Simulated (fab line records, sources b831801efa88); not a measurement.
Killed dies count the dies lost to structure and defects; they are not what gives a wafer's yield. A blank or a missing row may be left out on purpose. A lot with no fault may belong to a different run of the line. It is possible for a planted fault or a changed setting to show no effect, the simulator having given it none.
Which of the tools did it? / flow sky130 / at 1 step of a route of 708, 11 lots with 33 wafers sampled

WHAT EACH GAUGE READ, for each wafer
SKY_VT_ADJUST_NCORE_TW_MEAS_11.
lot=L870; measured=day 8 15:30; on=filmMetro-03; VT_ADJUST_NCORE_TW=217.0 216.7 216.9
lot=L871; measured=day 8 22:54; on=filmMetro-04; VT_ADJUST_NCORE_TW=219.1 219.2 218.2
lot=L872; measured=day 9 00:23; on=filmMetro-04; VT_ADJUST_NCORE_TW=219.6 219.5 219.4
lot=L873; measured=day 9 07:07; on=filmMetro-03; VT_ADJUST_NCORE_TW=216.3 217.2 218.8
lot=L881; measured=day 11 17:39; on=filmMetro-04; VT_ADJUST_NCORE_TW=219.5 218.7 218.8
lot=L882; measured=day 12 07:30; on=filmMetro-03; VT_ADJUST_NCORE_TW=214.4 214.6 214.8
lot=L888; measured=day 14 03:43; on=filmMetro-04; VT_ADJUST_NCORE_TW=221.3 220.6 220.3
lot=L889; measured=day 14 09:30; on=filmMetro-04; VT_ADJUST_NCORE_TW=221.7 221.9 221.4
lot=L890; measured=day 14 19:16; on=filmMetro-03; VT_ADJUST_NCORE_TW=216.1 218.1 217.4
lot=L892; measured=day 15 03:26; on=filmMetro-04; VT_ADJUST_NCORE_TW=218.1 219.6 218.7
lot=L891; measured=day 15 04:40; on=filmMetro-04; VT_ADJUST_NCORE_TW=218.9 218.9 219.1

WHAT TOOL EACH LOT RAN ON (gives the tool, then ch and the chambers of the sampled wafers, and finally the start)
The record holds no process step before these readings.

THE ANSWER, worked out from the rows above alone
Rule: what is usual is taken from the lots themselves. The widest of any qualifying gaps counts: lots, ordered by their means at a reading, are off when they make up no more than a third of the lots, leave a main group of 4 or more, and stand apart from it by 3 or more times the standard deviation of that group's means. Not used: any main group whose means are identical at the precision the tables above print for the reading. Also off: a lot with no number at a reading for which 4 or more lots have one. The other lots that the step has rows for count as sound.
No lot is off at any reading shown: from this, nothing can be told.

WHAT THE SIMULATOR PUT IN
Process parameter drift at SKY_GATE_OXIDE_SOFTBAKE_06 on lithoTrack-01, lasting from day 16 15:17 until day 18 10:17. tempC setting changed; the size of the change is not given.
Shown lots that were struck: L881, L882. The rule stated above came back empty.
